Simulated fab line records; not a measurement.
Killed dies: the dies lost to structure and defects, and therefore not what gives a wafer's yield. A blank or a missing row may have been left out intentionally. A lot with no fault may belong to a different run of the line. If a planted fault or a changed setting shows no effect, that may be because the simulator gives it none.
fab line records	flow sky130
record: lots: 11	wafers: 31	last_day: 49
route steps=708 shown METAL3@563 VIA3@586 CAP2M@603 METAL4@633 PAD_OPEN@708
lots with no fault: from the same line, run without faults
start_h: hours from the record's opening day to when the first of the lot's shown wafers began	wait_h: how many hours have passed since the lot's step before this one	" identical to the entry in the row above	L1.1+2: one row covering several wafers at once	- value missing, or start not given	* or withheld: withheld	< > ~ a bound
route shown NAME@n: NAME is a module with steps in the file, n the number in the route of the first one	usual: mean/standard deviation taken from wafers without a fault	same: alike in all rows	chamber/n: place in a boat	sites: per-site readings	_std_site: the standard deviation of these	_edge_site: mean of outer sites minus mean of inner sites	radius_mm: how far each site lies from the wafer's centre	mask NAME#n: copy n	behind: the tool/chamber that last shaped the wafer	hold: what put the lot on hold/how long, in hours/how the hold closed	device: the n, p or np transistor that did not switch	end of line: the same wafers' tests at the end of the route	for a step that has no rows: nothing shown but its recipe	killed: not the wafer's yield, but the dies lost to structure and defects at the first sort	map: dies across one wafer; x = killed, . = not, _ = none there
set.NAME: the setting that was run; set.NAME@STEP: the one run at that earlier step	model.NAME: the simulator's own value behind a step, which no gauge read
route steps across a sampled set of lots; one table per step, one row per wafer
services: when a tool's chamber went out of use (start_h, in hours from the record's first day, below 0 if earlier), for how many hours, and the reason
== steps ==
step: SKY_METAL3_CD_MEAS_13
recipe: target_cd_nm: 300
usual: cd_nm: 300.3/1.7
lot.wafer	tool	chamber	start_h	wait_h	cd_nm
L198.1	cd_sem-01	-	944.85	-	300.5
L198.3	"	-	"	"	299.6
L198.5	"	-	"	"	299.6
L201.1	cd_sem-01	-	947.30	-	304.5
L201.2	"	-	"	"	303.5
L201.4	"	-	"	"	303.7
L206.5	cd_sem-01	-	968.03	-	301.9
L208.1	cd_sem-02	-	983.10	-	299.4
L208.2	"	-	"	"	299.4
L208.4	"	-	"	"	299.3
L209.1	cd_sem-02	-	986.80	-	298.4
L209.3	"	-	"	"	299.6
L209.5	"	-	"	"	299.5
L210.1	cd_sem-02	-	995.64	-	299.8
L210.3	"	-	"	"	300.1
L210.5	"	-	"	"	301.3
L211.3	cd_sem-02	-	998.94	-	300.8
L211.4	"	-	"	"	302.5
L211.6	"	-	"	"	302.3
L213.1	cd_sem-02	-	1011.34	-	301.8
L213.2	"	-	"	"	301.5
L213.3	"	-	"	"	300.3
L214.1	cd_sem-02	-	1024.35	-	301.9
L214.2	"	-	"	"	303.3
L214.6	"	-	"	"	304.0
L216.1	cd_sem-02	-	1030.66	-	299.9
L216.4	"	-	"	"	299.2
L216.6	"	-	"	"	298.4
L217.1	cd_sem-01	-	1036.89	-	297.2
L217.2	"	-	"	"	297.1
L217.4	"	-	"	"	298.3
step: SKY_VIA3_OVL_MEAS_13
usual: VIA3_OVL: 1/5.1
lot.wafer	tool	chamber	start_h	wait_h	VIA3_OVL[nm]
L198.1	overlay-01	-	970.21	0.1	-1
L198.3	"	-	"	"	-1
L198.5	"	-	"	"	0
L201.1	overlay-02	-	973.07	0.1	5
L201.2	"	-	"	"	-3
L201.4	"	-	"	"	3
L206.5	overlay-02	-	993.30	0.0	3
L208.1	overlay-02	-	1008.01	0.1	2
L208.2	"	-	"	"	0
L208.4	"	-	"	"	2
L209.1	overlay-02	-	1011.81	0.1	-2
L209.3	"	-	"	"	-1
L209.5	"	-	"	"	1
L210.1	overlay-01	-	1020.46	0.1	-8
L210.3	"	-	"	"	-5
L210.5	"	-	"	"	-3
L211.3	overlay-02	-	1023.52	0.1	2
L211.4	"	-	"	"	-7
L211.6	"	-	"	"	-2
L213.1	overlay-02	-	1034.71	0.1	-3
L213.2	"	-	"	"	-8
L213.3	"	-	"	"	0
L214.1	overlay-02	-	1048.46	0.1	1
L214.2	"	-	"	"	2
L214.6	"	-	"	"	1
L216.1	overlay-01	-	1053.63	0.1	-4
L216.4	"	-	"	"	-9
L216.6	"	-	"	"	-3
L217.1	overlay-01	-	1059.86	0.1	10
L217.2	"	-	"	"	6
L217.4	"	-	"	"	8
step: SKY_VIA3_ETCH_15
recipe: target: SiO2	chemistry: C4F8/O2/Ar	target_depth_nm: 507	stop_on: TiN	mask_material: KrF-thick	source_w: 1500	bias_w: 1200	pressure_mtorr: 40	c4f8_flow_sccm: withheld	O2_flow_sccm: 6	Ar_flow_sccm: 300	time_s: 78
usual: chamber_pressure_mTorr: 40.00/0.037	oes_product_au: 0.946/0.005
lot.wafer	tool	chamber	start_h	wait_h	chamber_pressure_mTorr	oes_product_au	rf_hours_counter_h
L198.1	rie_diel-01	0	970.29	0.0	39.99	0.942	9
L198.3	"	3	"	"	39.95	0.955	17
L198.5	"	3	"	"	39.99	0.950	-
L201.1	rie_diel-01	2	973.15	0.0	40.05	0.949	22
L201.2	"	3	"	"	40.04	0.941	17
L201.4	"	0	"	"	40.06	0.932	9
L206.5	rie_diel-04	3	993.38	0.0	40.00	0.943	-
L208.1	rie_diel-01	3	1008.09	0.0	40.00	0.943	18
L208.2	"	2	"	"	40.02	0.950	24
L208.4	"	1	"	"	40.00	0.949	1
L209.1	rie_diel-04	0	1011.89	0.0	40.01	0.949	9
L209.3	"	3	"	"	40.00	0.940	8
L209.5	"	2	"	"	40.04	0.953	-
L210.1	rie_diel-04	2	1020.54	0.0	40.03	0.948	8
L210.3	"	3	"	"	39.90	0.942	8
L210.5	"	1	"	"	40.03	0.938	-
L211.3	rie_diel-04	1	1023.59	0.0	40.00	0.949	24
L211.4	"	2	"	"	40.01	0.946	8
L211.6	"	3	"	"	40.01	0.948	-
L213.1	rie_diel-01	0	1034.79	0.0	40.07	0.949	11
L213.2	"	3	"	"	39.99	0.950	19
L213.3	"	2	"	"	40.01	0.947	24
L214.1	rie_diel-01	1	1048.54	0.0	40.04	0.947	3
L214.2	"	3	"	"	39.97	0.953	19
L214.6	"	0	"	"	40.05	0.948	-
L216.1	rie_diel-03	1	1053.70	0.0	40.08	0.950	3
L216.4	"	0	"	"	39.98	0.936	23
L216.6	"	3	"	"	40.01	0.945	-
L217.1	rie_diel-01	2	1059.94	0.0	40.02	0.942	25
L217.2	"	0	"	"	40.00	0.957	12
L217.4	"	1	"	"	39.98	0.953	3
step: SKY_CAP2M_CVD_00
recipe: material: SiO2	target_thk_nm: 15.5	temp_c: 400	time_s: withheld	rf_w: 450
usual: heater_power_w: 760/94
lot.wafer	tool	chamber	start_h	wait_h	heater_power_w
L198.1	pecvd-01	0	971.90	0.0	765
L198.3	"	1	"	"	728
L198.5	"	1	"	"	740
L201.1	pecvd-03	2	974.63	0.0	630
L201.2	"	1	"	"	794
L201.4	"	2	"	"	638
L206.5	pecvd-03	1	994.85	0.0	798
L208.1	pecvd-04	0	1009.56	0.0	827
L208.2	"	2	"	"	595
L208.4	"	1	"	"	925
L209.1	pecvd-03	2	1013.48	0.0	701
L209.3	"	2	"	"	730
L209.5	"	2	"	"	691
L210.1	pecvd-01	0	1022.13	0.0	807
L210.3	"	2	"	"	709
L210.5	"	0	"	"	815
L211.3	pecvd-01	2	1025.06	0.0	687
L211.4	"	2	"	"	671
L211.6	"	0	"	"	719
L213.1	pecvd-03	2	1036.27	0.0	736
L213.2	"	0	"	"	891
L213.3	"	2	"	"	733
L214.1	pecvd-03	0	1050.05	0.0	750
L214.2	"	2	"	"	727
L214.6	"	2	"	"	730
L216.1	pecvd-01	0	1055.25	0.0	846
L216.4	"	1	"	"	640
L216.6	"	0	"	"	900
L217.1	pecvd-03	2	1061.42	0.0	727
L217.2	"	0	"	"	830
L217.4	"	0	"	"	841
step: SKY_CAP2M_THK_MEAS_01
recipe: reads: SiO2_of_CAP2M_CVD_00
usual: CAP2M_CVD_00_THK: 15.47/0.24
lot.wafer	tool	chamber	start_h	wait_h	CAP2M_CVD_00_THK[nm]
L198.1	film_metro-02	-	971.92	-	15.29
L198.3	"	-	"	"	14.91
L198.5	"	-	"	"	15.09
L201.1	film_metro-04	-	974.65	-	15.31
L201.2	"	-	"	"	14.22
L201.4	"	-	"	"	15.73
L206.5	film_metro-03	-	994.90	-	14.43
L208.1	film_metro-02	-	1009.58	-	15.35
L208.2	"	-	"	"	15.10
L208.4	"	-	"	"	15.99
L209.1	film_metro-03	-	1013.52	-	15.48
L209.3	"	-	"	"	15.82
L209.5	"	-	"	"	15.86
L210.1	film_metro-03	-	1022.16	-	15.39
L210.3	"	-	"	"	15.29
L210.5	"	-	"	"	15.81
L211.3	film_metro-02	-	1025.10	-	15.49
L211.4	"	-	"	"	15.78
L211.6	"	-	"	"	15.79
L213.1	film_metro-03	-	1036.30	-	15.54
L213.2	"	-	"	"	15.40
L213.3	"	-	"	"	15.58
L214.1	film_metro-02	-	1050.08	-	15.50
L214.2	"	-	"	"	15.46
L214.6	"	-	"	"	15.50
L216.1	film_metro-03	-	1055.27	-	15.30
L216.4	"	-	"	"	15.22
L216.6	"	-	"	"	15.67
L217.1	film_metro-03	-	1061.45	-	15.51
L217.2	"	-	"	"	15.44
L217.4	"	-	"	"	15.91
step: SKY_METAL4_ETCH_17
recipe: target: SiO2	stop_on: TiN	chemistry: C4F8/O2/Ar	source_w: 1500	bias_w: 1200	pressure_mtorr: 40	c4f8_flow_sccm: withheld	O2_flow_sccm: 6	Ar_flow_sccm: 300	time_s: 3.9	target_depth_a: 150
usual: chamber_pressure_mTorr: 40.00/0.035	oes_product_au: 0.753/0.0073
lot.wafer	tool	chamber	start_h	wait_h	chamber_pressure_mTorr	oes_product_au
L198.1	rie_diel-02	2	1019.83	0.1	40.03	0.744
L198.3	"	3	"	"	39.98	0.734
L198.5	"	2	"	"	40.00	0.751
L201.1	rie_diel-03	1	1022.73	0.1	39.98	0.748
L201.2	"	0	"	"	39.97	0.715
L201.4	"	2	"	"	40.01	0.768
L206.5	rie_diel-02	2	1040.79	0.0	40.02	0.730
L208.1	rie_diel-02	2	1054.73	0.1	39.98	0.758
L208.2	"	0	"	"	39.99	0.747
L208.4	"	1	"	"	40.04	0.756
L209.1	rie_diel-01	2	1057.78	0.1	39.94	0.746
L209.3	"	3	"	"	40.01	0.764
L209.5	"	2	"	"	40.04	0.764
L210.1	rie_diel-02	3	1066.88	0.1	40.01	0.763
L210.3	"	1	"	"	39.96	0.749
L210.5	"	0	"	"	40.01	0.761
L211.3	rie_diel-03	0	1069.13	0.0	39.98	0.755
L211.4	"	0	"	"	39.95	0.763
L211.6	"	1	"	"	39.96	0.768
L213.1	rie_diel-02	0	1079.88	0.1	39.99	0.757
L213.2	"	1	"	"	40.00	0.751
L213.3	"	2	"	"	40.00	0.760
L214.1	rie_diel-01	2	1092.73	0.1	40.04	0.753
L214.2	"	3	"	"	40.05	0.756
L214.6	"	1	"	"	40.01	0.754
L216.1	rie_diel-03	0	1098.68	0.1	40.02	0.752
L216.4	"	1	"	"	39.99	0.749
L216.6	"	1	"	"	40.02	0.755
L217.1	rie_diel-01	3	1104.58	0.1	39.98	0.750
L217.2	"	0	"	"	40.03	0.749
L217.4	"	2	"	"	39.97	0.765
step: SKY_PAD_OPEN_PROBE_99
usual: defect_limited_yield: 82.2/1.9	killed_at_M0_to_M3: 44/6.7	killed_at_M4_up: 3.1/1.8	killed_at_contacts: 24/5.1	killed_at_front_end: 16/4.7	killed_at_other: 0.3/0.59	killed_dies: 88/9.6	killed_open: 48/7.3	killed_short: 39/6.5	sort_bin_3_pad_short: 0.9/0.43	sort_bin_5_function: 10.6/1.6	sort_bin_6_memory: 6.3/1.1	sort_n_pass: 404/9.6	sort_yield_pct: 82.2/1.9
same: gross_dies: 492	killed_at_back_side: 0	sort_bin_4_leakage[%]: 0	sort_bin_8_speed[%]: 0
lot.wafer	tool	chamber	start_h	wait_h	defect_limited_yield[%]	killed_at_M0_to_M3	killed_at_M4_up	killed_at_contacts	killed_at_front_end	killed_at_other	killed_dies	killed_open	killed_short	sort_bin_3_pad_short[%]	sort_bin_5_function[%]	sort_bin_6_memory[%]	sort_n_pass	sort_yield_pct[%]
L198.1	prober-02	-	1112.88	0.1	81.5	44	2	33	12	0	91	60	30	0.4	11.4	6.7	401	81.5
L198.3	prober-02	-	1112.98	0.2	82.1	47	6	22	13	0	88	47	40	1.2	10.2	6.5	404	82.1
L198.5	prober-02	-	1113.08	0.2	85.6	36	3	16	16	0	71	38	33	0.8	7.5	6.1	421	85.6
L201.1	prober-01	-	1115.14	0.1	81.9	44	6	17	22	0	89	52	37	0.8	12.0	5.3	403	81.9
L201.2	prober-01	-	1115.19	0.1	80.9	43	2	32	17	0	94	54	40	0.8	12.4	5.9	398	80.9
L201.4	prober-01	-	1115.29	0.2	82.1	49	3	21	15	0	88	53	35	1.0	9.6	7.3	404	82.1
L213.1	prober-02	-	1164.52	0.1	83.5	30	2	31	18	0	81	42	39	0.6	9.6	6.3	411	83.5
L213.2	prober-02	-	1164.57	0.1	83.9	31	6	23	17	2	79	34	43	1.8	9.8	4.5	413	83.9
L213.3	prober-02	-	1164.62	0.2	83.1	37	1	27	17	1	83	44	38	1.8	8.1	6.9	409	83.1
L214.1	prober-01	-	1176.23	0.1	79.5	55	3	29	14	0	101	52	48	0.6	11.2	8.7	391	79.5
L214.2	prober-01	-	1176.28	0.1	80.5	49	3	26	17	1	96	53	43	1.0	12.8	5.7	396	80.5
L214.6	prober-01	-	1176.48	0.2	79.5	59	0	26	16	0	101	59	42	1.0	10.8	8.7	391	79.5
L216.1	prober-01	-	1179.91	0.1	81.7	44	3	23	20	0	90	50	40	1.4	11.2	5.7	402	81.7
L216.4	prober-01	-	1180.06	0.2	82.5	46	2	27	10	1	86	46	40	1.0	10.2	6.3	406	82.5
L216.6	prober-01	-	1180.16	0.2	82.7	47	2	23	13	0	85	51	34	0.2	10.0	7.1	407	82.7
killed by level:class
L198.1 VIA1:geometric_particle:open=13 CONTACT:geometric_particle:short=12 VIA2:geometric_particle:open=12 LI_CONTACT:geometric_particle:open=8 CONTACT:geometric_particle:open=8 VIA3:geometric_particle:open=7 LOCAL_INTERCONNECT:geometric_particle:short=4 VIA2:geometric_particle:short=4
L198.3 VIA1:geometric_particle:open=10 VIA2:geometric_particle:open=9 VIA3:geometric_particle:open=8 LI_CONTACT:geometric_particle:open=7 CONTACT:geometric_particle:short=6 METAL1:geometric_particle:short=4 LI_CONTACT:geometric_particle:short=4 VIA1:geometric_particle:short=4
L198.5 VIA1:geometric_particle:open=9 VIA2:geometric_particle:open=8 LI_CONTACT:geometric_particle:open=6 VIA1:geometric_particle:short=6 FIELD_ISO:geometric_particle:open=4 CONTACT:geometric_particle:short=4 POLY_GATE:geometric_particle:short=3 METAL1:geometric_particle:short=3
L201.1 VIA1:geometric_particle:open=11 VIA2:geometric_particle:open=7 METAL1:geometric_particle:short=7 POLY_GATE:geometric_particle:open=5 POLY_GATE:geometric_particle:short=5 LI_CONTACT:geometric_particle:open=5 LOCAL_INTERCONNECT:geometric_particle:short=5 METAL2:geometric_particle:short=5
L201.2 CONTACT:geometric_particle:open=15 VIA1:geometric_particle:open=12 METAL2:geometric_particle:short=8 FIELD_ISO:geometric_particle:open=6 METAL1:geometric_particle:short=6 LI_CONTACT:geometric_particle:open=5 LI_CONTACT:geometric_particle:short=5 CONTACT:geometric_particle:short=5
L201.4 VIA1:geometric_particle:open=14 CONTACT:geometric_particle:open=7 VIA2:geometric_particle:open=7 METAL2:geometric_particle:short=7 FIELD_ISO:geometric_particle:open=6 CONTACT:geometric_particle:short=5 VIA1:geometric_particle:short=5 VIA3:geometric_particle:open=4
L213.1 CONTACT:geometric_particle:open=11 FIELD_ISO:geometric_particle:short=8 VIA3:geometric_particle:open=7 LI_CONTACT:geometric_particle:open=6 CONTACT:geometric_particle:short=5 VIA1:geometric_particle:open=5 METAL2:geometric_particle:short=5 LOCAL_INTERCONNECT:geometric_particle:short=4
L213.2 CONTACT:geometric_particle:open=8 LOCAL_INTERCONNECT:geometric_particle:short=7 FIELD_ISO:geometric_particle:short=6 VIA1:geometric_particle:open=6 METAL4:geometric_particle:short=6 VIA2:geometric_particle:open=5 VIA1:geometric_particle:short=5 CONTACT:geometric_particle:short=4
L213.3 CONTACT:geometric_particle:open=10 METAL2:geometric_particle:short=7 LOCAL_INTERCONNECT:geometric_particle:short=6 VIA1:geometric_particle:open=6 VIA3:geometric_particle:open=5 VIA3:geometric_particle:short=5 FIELD_ISO:geometric_particle:open=4 FIELD_ISO:geometric_particle:short=4
L214.1 VIA1:geometric_particle:open=14 CONTACT:geometric_particle:open=13 VIA3:geometric_particle:open=9 METAL1:geometric_particle:short=9 METAL2:geometric_particle:short=8 LI_CONTACT:geometric_particle:open=5 VIA1:geometric_particle:short=5 POLY_GATE:geometric_particle:short=4
L214.2 VIA1:geometric_particle:open=12 CONTACT:geometric_particle:open=11 METAL1:geometric_particle:short=8 FIELD_ISO:geometric_particle:open=7 VIA2:geometric_particle:open=7 METAL2:geometric_particle:short=7 LI_CONTACT:geometric_particle:open=6 VIA1:geometric_particle:short=4
L214.6 VIA1:geometric_particle:open=21 CONTACT:geometric_particle:open=9 POLY_GATE:geometric_particle:open=7 CONTACT:geometric_particle:short=6 POLY_GATE:geometric_particle:short=5 LI_CONTACT:geometric_particle:open=5 VIA2:geometric_particle:open=5 LOCAL_INTERCONNECT:geometric_particle:short=5
L216.1 CONTACT:geometric_particle:open=9 METAL1:geometric_particle:short=7 POLY_GATE:geometric_particle:open=7 LI_CONTACT:geometric_particle:open=7 VIA1:geometric_particle:open=6 VIA1:geometric_particle:short=6 VIA3:geometric_particle:open=6 VIA2:geometric_particle:open=5
L216.4 CONTACT:geometric_particle:open=11 VIA1:geometric_particle:open=9 METAL2:geometric_particle:short=8 LI_CONTACT:geometric_particle:open=7 VIA3:geometric_particle:open=7 VIA1:geometric_particle:short=6 CONTACT:geometric_particle:short=5 FIELD_ISO:geometric_particle:short=4
L216.6 VIA1:geometric_particle:open=13 CONTACT:geometric_particle:open=8 VIA3:geometric_particle:open=7 LOCAL_INTERCONNECT:geometric_particle:short=6 LI_CONTACT:geometric_particle:open=5 METAL1:geometric_particle:short=5 VIA2:geometric_particle:open=5 FIELD_ISO:geometric_particle:open=4
== services ==
tool	chamber	start_h	hours	kind
rie_diel-01	1	956.77	-	clean
rie_diel-01	1	956.77	15.3	scheduled_down
rie_diel-01	1	956.77	15.3	vent_cycle
rie_diel-02	3	967.10	8.3	repair
rie_diel-03	3	975.32	7.8	repair
pecvd-04	-	984.32	0.6	repair
rie_diel-03	3	987.66	3.5	repair
rie_diel-03	1	997.41	16.0	repair
pecvd-03	1	1008.73	5.5	scheduled_down
rie_diel-02	3	1014.20	1.8	repair
pecvd-01	-	1014.23	2.3	repair
rie_diel-03	3	1025.41	14.9	repair
pecvd-03	0	1028.90	5.0	scheduled_down
pecvd-03	1	1033.90	2.1	scheduled_down
pecvd-04	-	1035.50	2.8	pm
pecvd-03	1	1036.03	-	clean
pecvd-03	1	1036.03	-	consumable_replace:showerhead
pecvd-03	1	1036.03	29.0	scheduled_down
rie_diel-01	2	1047.04	2.9	repair
pecvd-01	-	1055.71	1.2	repair
rie_diel-03	3	1067.15	15.6	repair
rie_diel-02	3	1086.40	4.4	repair
rie_diel-04	0	1089.95	6.4	repair
rie_diel-01	3	1099.04	2.9	repair
== key ==
first_sign: step: SKY_CAP2M_THK_MEAS_01	reading: CAP2M_CVD_00_THK	direction: down	sigmas: 4.8	usual: 15.47	struck: 14.33
effect: step: SKY_METAL4_ETCH_17	reading: oes_product_au	direction: down	sigmas: 4.2	usual: 0.753	struck: 0.722
met_at SKY_CAP2M_CVD_00
struck_lots L201,L206
struck_wafers L201.2,L206.5
not_acting_at SKY_METAL3_CD_MEAS_13,SKY_VIA3_OVL_MEAS_13,SKY_VIA3_ETCH_15
earlier_fault: kind: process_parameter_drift	tool: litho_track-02	chamber: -	onset_h: 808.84	steps: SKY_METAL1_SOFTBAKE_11	channel: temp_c	offset: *	shape: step	acts_in: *	stated: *
fault: kind: process_parameter_drift	tool: pecvd-03	chamber: 1	onset_h: 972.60	steps: SKY_CAP2M_CVD_00	channel: target_thk_nm	offset: -1.0949	shape: step	acts_in: these_recipes_only	stated: 15.5
